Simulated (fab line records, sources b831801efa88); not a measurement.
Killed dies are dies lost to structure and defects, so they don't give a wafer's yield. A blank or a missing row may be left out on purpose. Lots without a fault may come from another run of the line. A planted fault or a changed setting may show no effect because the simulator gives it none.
Which tool did it? | flow sky130 | 13 lots, 39 wafers sampled, at 3 steps of a route of 708

WHAT THE GAUGES READ, wafer by wafer
SKY_VIA3_BOW_MEAS_03. Usual: VIA3_BOW 81 um, standard deviation 8.5.
lot  | measured     | on            | VIA3_BOW (um) | flag
L331 | day 39 01:20 | film_metro-02 | 80 87 65      |
L332 | day 39 15:04 | film_metro-01 | 85 79 72      |
L333 | day 39 18:59 | film_metro-02 | 84 84 94      |
L337 | day 41 10:33 | film_metro-01 | 95 83 85      |
L338 | day 41 11:00 | film_metro-02 | 82 91 87      |
L340 | day 41 22:22 | film_metro-04 | 76 75 85      |
L342 | day 42 18:20 | film_metro-01 | 86 100 85     |
L343 | day 43 02:56 | film_metro-04 | 75 82 81      |
L349 | day 44 04:26 | film_metro-04 | 87 95 98      |
L350 | day 44 08:05 | film_metro-02 | 77 72 78      |
L351 | day 44 13:55 | film_metro-04 | 76 79 80      |
L352 | day 44 18:08 | film_metro-01 | 81 79 84      |
L354 | day 45 09:10 | film_metro-04 | 85 86 83      |

SKY_METAL4_CD_MEAS_13: target cd 300 nm. Usual: cd_nm 300.1 nm, standard deviation 1.4.
lot  | measured     | on        | cd_nm (nm)        | flag
L331 | day 42 03:55 | cd_sem-01 | 298.0 298.6 298.3 |
L332 | day 42 18:16 | cd_sem-02 | 299.7 300.6 299.6 |
L333 | day 42 21:47 | cd_sem-01 | 300.2 298.7 301.0 |
L337 | day 44 09:03 | cd_sem-01 | 299.4 300.7 301.0 |
L338 | day 44 09:55 | cd_sem-01 | 300.8 300.4 300.7 |
L340 | day 44 20:20 | cd_sem-01 | 299.1 299.0 297.2 |
L342 | day 45 14:29 | cd_sem-01 | 300.2 301.1 301.0 |
L343 | day 45 23:07 | cd_sem-01 | 301.0 300.2 299.6 |
L349 | day 46 22:47 | cd_sem-01 | 299.3 299.8 300.6 |
L350 | day 47 02:04 | cd_sem-01 | 300.5 300.5 299.5 |
L351 | day 47 08:31 | cd_sem-01 | 298.2 298.6 298.3 |
L352 | day 47 11:10 | cd_sem-01 | 300.1 300.5 300.8 |
L354 | day 48 01:41 | cd_sem-01 | 299.6 300.2 300.2 |

WHICH TOOL RAN EACH LOT (tool, then ch and the chambers of the sampled wafers, then the start)
lot  | SKY_METAL4_SPUTTER_04
L331 | pvd_sputter-02, day 40 03:09
L332 | pvd_sputter-03, day 40 17:21
L333 | pvd_sputter-04, day 40 21:16
L337 | pvd_sputter-04, day 42 11:33
L338 | pvd_sputter-04, day 42 12:04
L340 | pvd_sputter-03, day 42 23:53
L342 | pvd_sputter-03, day 43 18:33
L343 | pvd_sputter-02, day 44 03:13
L349 | pvd_sputter-04, day 45 02:40
L350 | pvd_sputter-02, day 45 07:35
L351 | pvd_sputter-04, day 45 13:12
L352 | pvd_sputter-02, day 45 17:44
L354 | pvd_sputter-04, day 46 08:39
- SKY_METAL4_SPUTTER_04: material TiN, target thk 70 nm, time 58.3 s.

WHAT THE TOOLS THEMSELVES READ (means of the sampled wafers that have a number; where no wafer has one, the mark that the record gives instead)
SKY_METAL4_SPUTTER_04. Usual: throttle_valve_pct 30.0 %, standard deviation 0.85.
lot  | tool           | throttle_valve_pct (%) | flag
L331 | pvd_sputter-02 | 29.8                   |
L332 | pvd_sputter-03 | 31.0                   |
L333 | pvd_sputter-04 | 29.3                   |
L337 | pvd_sputter-04 | 29.5                   |
L338 | pvd_sputter-04 | 29.6                   |
L340 | pvd_sputter-03 | 30.7                   |
L342 | pvd_sputter-03 | 31.0                   |
L343 | pvd_sputter-02 | 29.9                   |
L349 | pvd_sputter-04 | 30.1                   |
L350 | pvd_sputter-02 | 30.0                   |
L351 | pvd_sputter-04 | 29.3                   |
L352 | pvd_sputter-02 | 30.0                   |
L354 | pvd_sputter-04 | 29.8                   |

THE ANSWER, worked out from the rows above alone
Rule: a lot is off if the mean of its wafers that have a number lies more than 3 standard deviations from the usual mean. A lot without any number at a reading at which 4 lots or more have one is off too. The other lots that the step has rows for count as sound. The gauges are gone through in route order, then the tools' own readings, and for those a lot's mean is taken as printed above. The first step at which some lot is off is used, and at that step the reading that is off furthest; a lot without a number counts as furthest.
No lot is off at any reading shown: from this, nothing can be told.

WHAT THE SIMULATOR HAD PUT IN
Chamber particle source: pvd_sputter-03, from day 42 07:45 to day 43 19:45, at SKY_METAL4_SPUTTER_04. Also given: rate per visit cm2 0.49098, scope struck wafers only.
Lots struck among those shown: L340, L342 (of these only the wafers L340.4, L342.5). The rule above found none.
